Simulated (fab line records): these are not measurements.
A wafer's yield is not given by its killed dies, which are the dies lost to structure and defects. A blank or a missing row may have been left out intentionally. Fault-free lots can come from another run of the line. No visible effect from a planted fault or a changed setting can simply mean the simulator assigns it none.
2 desks looking at one fault :: flow sky130 :: each desk holds nothing but its own numbers, with what lay behind them at the end

## DESK OF THE TOOL OWNER: implanter-01
For each lot that ran on this tool, the mean over its sampled wafers that have a number, from the tool's own readings at SKY_LDD_N_IMPLANT_11. A lot is out of limits, marked OUT, if its mean lies more than 4 standard deviations from the usual mean; the brackets give that distance.
Columns: A = beam energy keV at SKY_LDD_N_IMPLANT_11, usual 20.000; B = end station pressure torr at SKY_LDD_N_IMPLANT_11, usual 5.33e-06 Torr; C = faraday current uA at SKY_LDD_N_IMPLANT_11, usual 423; D = rotation deg at SKY_LDD_N_IMPLANT_11, usual 293.00 degrees
lot: L509
first seen here: day 21 15:56
A: 20.400 (+66) OUT
B: 5.13e-06
C: 422
D: 293.01

lot: L511
first seen here: day 22 14:52
A: 20.406 (+67) OUT
B: 5.42e-06
C: 424
D: 293.02

lot: L521
first seen here: day 25 23:55
A: 20.003
B: 5.45e-06
C: 421
D: 293.00
This desk's verdict: out of limits on L509, L511, starting with L509 at day 21 15:56 (beam energy keV at SKY_LDD_N_IMPLANT_11). L521 stayed within limits.

## FROM THE METROLOGY DESK
Lot by lot, what the gauges showed, no matter which tool ran the lot: averages of those sampled wafers that carry a number. A lot is out of limits, marked OUT, if its mean lies more than 4 standard deviations from the usual mean; the brackets give that distance.
Columns: A = cd nm at SKY_POLY_GATE_CD_MEAS_22, usual 149.2 nm; B = LDD_N_OVL at SKY_LDD_N_OVL_MEAS_07, usual -0.5 nm
lot: L500
first seen here: day 17 10:37
A: 152.2
B: 0.3

lot: L509
first seen here: day 20 09:02
A: 149.4
B: 1.5

lot: L511
first seen here: day 21 07:26
A: 149.1
B: -1.4

lot: L514
first seen here: day 21 22:35
A: 147.4
B: -2.5

lot: L517
first seen here: day 23 00:54
A: 150.7
B: 1.3

lot: L521
first seen here: day 24 18:25
A: 147.1
B: -1.3
Finding of this desk: none of the 6 lots has anything out of limits.

## BROUGHT TOGETHER
On L509, L511, at day 21 15:56, an alarm was possible from the tool owner's desk.
Metrology desk: nothing out of limits seen.
The metrology desk holds a record of L509, L511, inside its limits.
SKY_LDD_N_IMPLANT_11 was run on implanter-01 by each of the lots named.

## WHAT HAD BEEN PUT IN BY THE SIMULATOR
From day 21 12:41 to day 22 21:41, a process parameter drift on implanter-01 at SKY_LDD_N_IMPLANT_11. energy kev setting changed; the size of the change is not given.
Shown lots that were struck: L509, L511.
Time in hours from fault onset to the first out-of-limits reading at each desk: the tool owner's desk, 3.
